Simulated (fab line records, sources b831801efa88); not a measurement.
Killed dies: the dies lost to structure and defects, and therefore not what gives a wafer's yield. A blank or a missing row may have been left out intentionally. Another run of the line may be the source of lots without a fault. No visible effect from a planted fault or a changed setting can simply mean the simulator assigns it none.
Chamber matching | flow gf180mcu | 3 sister chambers for GF_MIM_CVD_05 on pecvd-02
The step deposits Si3N4, target thk 42 nm, time 29.086 s. 3 wafers are shown with their chamber, then 7 later ones without.

EACH WAFER AND ITS CHAMBER
wafer  | chamber | heater-power-w (W)
L216.1 | 0       | 648
L216.4 | 2       | 517
L225.4 | 1       | 681

WAFERS WITHOUT THEIR CHAMBER
wafer  | heater-power-w (W)
L225.5 | 588
L226.1 | 690
L226.2 | 762
L226.4 | 508
L227.1 | 747
L227.2 | 697
L227.4 | 607

EACH ONE'S CHAMBER
wafer  | from the rows above          | in truth
L225.5 | can't be placed: 0 or 2 or 1 | 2
L226.1 | can't be placed: 1 or 0      | 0
L226.2 | can't be placed: 1 or 0      | 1
L226.4 | 2                            | 2
L227.1 | can't be placed: 1 or 0      | 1
L227.2 | can't be placed: 1 or 0      | 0
L227.4 | can't be placed: 0 or 1 or 2 | 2
1 of 7 placed correctly. From these rows, 6 cannot be placed; in 6 the true chamber is one of the candidates. Number placed wrongly: 0.
How it was worked out, from the rows above alone: a wafer's distance from a chamber is the root of the sum, over the readings, of the square of ((its reading less the chamber's mean) divided by the reading's scatter). If the next closest chamber is less than 2 further off than the closest, the wafer can't be placed; otherwise it belongs to the closest. For every chamber, the mean is computed from those of its wafers that are shown. The scatter: root of mean squared gap, hidden wafer to nearest shown wafer, with one shown wafer a chamber.
